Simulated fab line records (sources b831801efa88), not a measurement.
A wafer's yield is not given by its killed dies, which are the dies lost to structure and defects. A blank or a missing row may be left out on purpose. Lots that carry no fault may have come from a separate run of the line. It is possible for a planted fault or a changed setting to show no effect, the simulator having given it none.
A struck lot beside a sound one | flow sky130 | 44 out of 708 route steps
Sound: these wafers, L245.1, L245.2, L245.4. Struck: wafers L263.2, L263.5, L263.6. The cause is given at the end.
Per side, at each step with rows, come the tool, then ch with its chambers, and then its first start. Under that, the readings that differ: sound wafers | struck wafers | difference of the means | sigmas: that difference in standard deviations of wafers without a fault.
alike: same words and numbers on both sides, and readings whose means sit less than 2 such deviations apart. not compared: any withheld reading, any reading some wafer has no value for, any bound like >300 that may hide the same value, and any number with overlapping values for which the record gives no deviation.
A row with sigmas, a row that says differs or no value, or rows on one side alone: a step with any of these is where the two part. Numbers that don't overlap but have no deviation are shown without sigmas and don't part them. A reading missing from all wafers of one side parts the sides only when that side holds two or more wafers.

first, 5 steps without rows for these wafers: SKY_GATE_OXIDE_COAT_05 (resist thk 1140 nm); SKY_GATE_OXIDE_SOFTBAKE_06 (time 60 s); SKY_GATE_OXIDE_EXPOSE_07 (exposes mask LVOM, target cd 600 nm); SKY_GATE_OXIDE_PEB_08; SKY_GATE_OXIDE_DEVELOP_09 (develop time 60 s).
SKY_GATE_OXIDE_OVL_MEAS_10:
  sound on overlay-02, day 15 03:20; struck on overlay-01, day 21 09:58
  reading             | sound          | struck      | difference | sigmas
  GATE_OXIDE_OVL (nm) | -2.9 -0.4 -2.4 | 1.2 1.7 0.4 | +3.0       | +2
then, 2 steps without rows for these wafers: SKY_GATE_OXIDE_IMPLANT_11; SKY_GATE_OXIDE_WET_ETCH_12 (etches SiO2 in dHF, target depth 16.8 nm, time 336 s).
SKY_GATE_OXIDE_STRIP_13: strips in O2/N2.
  sound on plasma asher-01 ch 0,1, day 15 03:37; struck on plasma asher-01 ch 0,1, day 21 10:15
  alike: drypump motor current A, oes product au, strip time to endpoint s
  not compared: rf hours counter h
SKY_GATE_OXIDE_TW_MEAS_14:
  sound on film metro-03, day 15 03:43; struck on film metro-02, day 21 10:22
  alike: GATE_OXIDE_TW
then, 2 steps without rows for these wafers: SKY_GATE_OXIDE_CLEAN_15 (cleans in SC1/SC2, time 150 s); SKY_GATE_OXIDE_OXIDATION_16 (stabilise 600 s, purge 300 s, target thk 3.57 nm).
-- a jump in the record: the struck wafers' starts before and after are 5 days apart (it breaks off in module GATE_OXIDE and resumes in module POLY_GATE, where the first step shown is number 204 of the route) --
SKY_POLY_GATE_CVD_00: deposits poly-Si, target thk 180 nm, time 720 s.
  sound on lpcvd-01 ch 0, day 15 11:18; struck on lpcvd-01 ch 0, day 26 13:04
SKY_POLY_GATE_THK_MEAS_01:
  sound on film metro-03, day 15 12:30; struck on film metro-02, day 26 14:16
  alike: POLY_GATE_CVD_00_THK
then, 8 steps without rows for these wafers: SKY_RES_PROTECT_DEHYDRATE_00 (time 60 s); SKY_RES_PROTECT_HMDS_01 (prime time 60 s); SKY_RES_PROTECT_COAT_02 (resist thk 1140 nm); SKY_RES_PROTECT_SOFTBAKE_03 (time 60 s); SKY_RES_PROTECT_EXPOSE_04 (exposes mask RPM, target cd 1270 nm); SKY_RES_PROTECT_PEB_05; SKY_RES_PROTECT_DEVELOP_06 (develop time 60 s); SKY_POLY_GATE_IMPLANT_02.
SKY_RES_PROTECT_STRIP_07: strips in O2/N2.
  sound on plasma asher-03 ch 0,1, day 16 15:43; struck on plasma asher-02 ch 0,1, day 27 21:10
  reading                      | sound             | struck            | difference | sigmas
  strip time to endpoint s (s) | 23.38 23.41 23.42 | 23.26 23.22 23.34 | -0.13      | -3
  alike: drypump motor current A, oes product au
  not compared: rf hours counter h
SKY_RES_PROTECT_TW_MEAS_08:
  sound on film metro-04, day 16 15:49; struck on film metro-04, day 27 21:16
  alike: POLY_GATE_TW
then, 2 steps without rows for these wafers: SKY_RES_PROTECT_CLEAN_09 (cleans in SC1/SC2, time 150 s); SKY_POLY_GATE_CVD_03 (deposits Si3N4 from DCS/NH3, target thk 75 nm, time 1290 s).
SKY_POLY_GATE_THK_MEAS_04:
  sound on film metro-01, day 16 17:17; struck on film metro-02, day 27 23:31
  alike: POLY_GATE_CVD_03_THK
then, 8 steps without rows for these wafers: SKY_POLY_GATE_DEHYDRATE_05 (time 60 s); SKY_POLY_GATE_HMDS_06 (prime time 60 s); SKY_POLY_GATE_COAT_07 (resist thk 110 nm); SKY_POLY_GATE_COAT_08 (resist thk 450 nm); SKY_POLY_GATE_SOFTBAKE_09 (time 90 s); SKY_POLY_GATE_EXPOSE_10 (exposes mask P1M, target cd 150 nm); SKY_POLY_GATE_PEB_11; SKY_POLY_GATE_DEVELOP_12 (develop time 60 s).
SKY_POLY_GATE_CD_MEAS_13 targets a cd of 150 nm.
  sound on cd sem-01, day 17 22:11; struck on cd sem-01, day 29 05:10
  alike: cd nm
SKY_POLY_GATE_OVL_MEAS_14:
  sound on overlay-02, day 17 22:18; struck on overlay-01, day 29 05:16
  alike: POLY_GATE_OVL
SKY_POLY_GATE_ETCH_15: etches BARC in N2/H2, stops on SiO2, time 118.5 s, target depth 110 nm.
  sound on rie diel-03 ch 0,1,3, day 17 22:20; struck on rie diel-03 ch 1,2, day 29 05:18
  alike: drypump motor current A, oes product au, throttle valve pct
  not compared: rf hours counter h
SKY_POLY_GATE_ETCH_16: etches Si3N4 in CH3F/O2, stops on poly-Si, time 147.5 s, target depth 75 nm.
  sound on rie diel-03 ch 0,1,3, day 17 22:25; struck on rie diel-03 ch 1,2, day 29 05:23
  alike: drypump motor current A, oes product au, throttle valve pct
  not compared: rf hours counter h
SKY_POLY_GATE_ETCH_17: etches poly-Si in HBr/Cl2, stops on SiO2, target depth 180 nm, time 70.5 s.
  sound on rie si-02 ch 2,3, day 17 22:31; struck on rie si-02 ch 1,3, day 29 05:29
  alike: drypump motor current A, oes product au, throttle valve pct
  not compared: rf hours counter h
then, 2 steps without rows for these wafers: SKY_POLY_GATE_STRIP_18 (strips in O2/N2); SKY_POLY_GATE_CLEAN_19 (cleans in SC1/SC2, time 150 s).
SKY_POLY_GATE_OXIDATION_20: stabilise 600 s, purge 300 s, target thk 4 nm.
  sound on furnace-01 ch 0, day 18 00:00; struck on furnace-02 ch 0, day 29 06:05
  not compared: model.SiO2_of_POLY_GATE_OXIDATION_20.thk nm
-- a jump in the record: the struck wafers' starts before and after are 26 days apart (it breaks off in module POLY_GATE and resumes in module PAD_OPEN, where the first step shown is number 708 of the route) --
SKY_PAD_OPEN_PROBE_99:
  sound on prober-02, day 46 22:21; struck on prober-02, day 55 16:21
  reading                                   | sound             | struck            | difference | sigmas
  killed at other                           | 0 0 0             | 1 2 1             | +1         | +3
  model.etest.cap ono.gate bv v (V)         | 16.26 16.33 16.69 | 15.64 15.39 15.41 | -0.95      |
  model.etest.cap thick oxide.gate bv v (V) | 15.94 15.76 15.58 | 14.51 14.58 14.61 | -1.19      |
  model.etest.cap thin oxide.gate bv v (V)  | 7.175 6.955 7.045 | 6.584 6.574 6.723 | -0.431     |
  alike: killed_at_M0_to_M3, killed_at_M4_up, killed at contacts, killed at front end, killed dies, killed open, killed short

WHERE THEY PART
At SKY_GATE_OXIDE_OVL_MEAS_10 first; at SKY_PAD_OPEN_PROBE_99 last (within this record only).

WHY: the cause the simulator had injected
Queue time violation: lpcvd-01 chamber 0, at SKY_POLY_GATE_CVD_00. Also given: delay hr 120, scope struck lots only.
